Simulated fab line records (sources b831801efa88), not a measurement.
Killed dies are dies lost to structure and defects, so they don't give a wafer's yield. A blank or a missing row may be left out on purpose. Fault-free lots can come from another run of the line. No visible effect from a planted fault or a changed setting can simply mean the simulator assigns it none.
Problem report, 8D (eight disciplines) form, completed by code ; flow gf180mcu ; the parts of the form that need people (team, actions taken, sign-off) are left out

## 1. WHAT WENT WRONG
Mean PASSIVATION_CVD_00_THK at GF_PASSIVATION_THK_MEAS_01: 1792 nm over 2 wafers in 2 lots; fault-free wafers: 1002 nm, standard deviation 13. Relative to the usual mean, that is a shift of +61 standard deviations.
The first sign was on wafer L513.6 at day 30 13:19, on film_metro-03. The record holds 33 wafers of 11 lots with a number at this step. Rule for "out", or "out of limits": more than 4 standard deviations from the usual mean. The other wafers with a number count as sound.

## 2. WHAT IT IS, AND WHAT IT ISN'T
question;is;is not
which readings at this step;PASSIVATION_CVD_00_THK;-
which lots;L513, L516;L507, L508, L509, L512, L525, L526, L527, L528, L529
which wafers of those lots;L513.6, L516.1;L513.2, L513.4, L516.2, L516.4
read on which gauges;film_metro-03, film_metro-04;film_metro-02
when;from day 30 13:19;"up to then (14 sound wafers); but 17 sound wafers of L516, L525, L526, L527, L528, L529 came after"

## 3. WHAT RULES OUT EACH SUSPECT
Counting: if a tool at a process step up to the reading ran every lot that is out, it stays a suspect. Sound lots after the first of them don't rule it out here, since some wafers of a struck lot are sound.
- ruled out: the gauge at GF_PASSIVATION_THK_MEAS_01. 2 gauges (film_metro-03, film_metro-04) read the wafers that are out.
- pecvd-04 at GF_PASSIVATION_CVD_00 (deposits SiO2 from TEOS, target thk 1000 nm, time 111.95 s): kept. It ran every lot that is out, first L513 (day 30 13:13); its last sound lot up to then is L512 (day 30 06:02).
The count leaves pecvd-04 at GF_PASSIVATION_CVD_00.

## 4. THE CAUSE (what the simulator had put in)
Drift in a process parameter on pecvd-04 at GF_PASSIVATION_CVD_00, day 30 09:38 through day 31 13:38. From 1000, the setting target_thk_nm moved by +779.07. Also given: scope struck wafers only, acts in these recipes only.
This tool alone remained once counting was done.

## 5. THE EFFECT CHAIN, in route order
Each row: a reading where the mean over the struck wafers with a number is more than 3 standard deviations away from the usual. Readings are gone through only where the record gives a usual standard deviation; hours: the median, over the lots, of the time from a lot's start at the first step in this table giving one to that lot's start at this step; sigmas: the change measured in usual standard deviations.
hours;step;reading;usual;on struck wafers;change;sigmas
0;GF_PASSIVATION_THK_MEAS_01;PASSIVATION_CVD_00_THK;1002 nm;1792;+790;+61
18;GF_PASSIVATION_ETCH_11;oes_product_au;0.964 a.u.;1.004;+0.040;+5.0
20;GF_PASSIVATION_BOW_MEAS_14;PASSIVATION_BOW;134 um;172;+38;+3.2
Its process steps:
- GF_PASSIVATION_ETCH_11: etches the open film in CF4/O2, stops on TiN, target depth 1800 nm, time 400 s.

## 6. WHAT WOULD HAVE CAUGHT IT SOONER
The first out-of-limits reading at a measuring or inspecting step in this record came at day 30 13:19, 4 hours after the fault's start at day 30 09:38.
No tool reading at GF_PASSIVATION_CVD_00 that has a usual standard deviation in the record was out on any struck wafer, so an alarm limit of 4 standard deviations on those readings would not have fired.
Of the lots that are out (2), L516 began GF_PASSIVATION_CVD_00 on pecvd-04 after day 30 13:19. A hold on the tool at that time would have spared it.
